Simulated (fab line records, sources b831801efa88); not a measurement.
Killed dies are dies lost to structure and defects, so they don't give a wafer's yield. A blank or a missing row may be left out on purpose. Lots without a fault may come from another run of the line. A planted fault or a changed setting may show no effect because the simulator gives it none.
Which tool did it? | flow sky130 | 6 lots, 18 wafers sampled, at 3 steps of a route of 708

WHAT THE GAUGES READ, wafer by wafer
SKY_VT_ADJUST_PCH_TW_MEAS_10.
lot  | measured     | on            | VT_ADJUST_PCH_TW
L671 | day 11 09:28 | film_metro-03 | 142.9 143.0 143.4
L678 | day 13 10:28 | film_metro-03 | 153.5 154.0 153.4
L682 | day 14 16:53 | film_metro-02 | 154.3 154.5 154.9
L687 | day 16 09:54 | film_metro-03 | 144.0 144.1 143.8
L689 | day 17 03:03 | film_metro-03 | 141.9 142.5 142.1
L691 | day 17 16:13 | film_metro-01 | 143.0 141.8 142.6

WHICH TOOL RAN EACH LOT (tool, then ch and the chambers of the sampled wafers, then the start)
lot  | SKY_VT_ADJUST_LVTN_STRIP_20          | SKY_VT_ADJUST_PCH_IMPLANT_08
L671 | plasma_asher-04 ch 0,1, day 8 14:52  | implanter-03 ch 0, day 11 09:16
L678 | plasma_asher-04 ch 0,1, day 10 10:29 | implanter-02 ch 0, day 13 10:16
L682 | plasma_asher-02 ch 0,1, day 11 12:01 | implanter-02 ch 0, day 14 16:38
L687 | plasma_asher-04 ch 0,1, day 13 00:45 | implanter-03 ch 0, day 16 09:39
L689 | plasma_asher-03 ch 0,1, day 13 16:26 | implanter-02 ch 0, day 17 02:50
L691 | plasma_asher-03 ch 0,1, day 14 03:37 | implanter-02 ch 0, day 17 15:58
- SKY_VT_ADJUST_LVTN_STRIP_20: strips in O2/N2.
- SKY_VT_ADJUST_PCH_IMPLANT_08

THE ANSWER, worked out from the rows above alone
Rule: what is usual is taken from the lots themselves. Put in order of their means at a reading, lots are off if they are a third of the lots or fewer, leave a main group of 4 or more, and stand apart from it by a gap of 3 or more times the standard deviation of the main group's means; of several such gaps the widest counts. A main group whose means are all the same, to the digits that the tables above print for the reading, isn't used. A lot without any number at a reading at which 4 lots or more have one is off too. The other lots that the step has rows for count as sound.
Off: L678, L682, at SKY_VT_ADJUST_PCH_TW_MEAS_10 (VT_ADJUST_PCH_TW). The main group: mean 142.9, standard deviation 0.69.
A tool fits if, at a process step before that reading, it ran every lot that is off, and no sound lot after the first of them. The gauges at SKY_VT_ADJUST_PCH_TW_MEAS_10 are tried like those tools. None of those tried fits.

WHAT THE SIMULATOR HAD PUT IN
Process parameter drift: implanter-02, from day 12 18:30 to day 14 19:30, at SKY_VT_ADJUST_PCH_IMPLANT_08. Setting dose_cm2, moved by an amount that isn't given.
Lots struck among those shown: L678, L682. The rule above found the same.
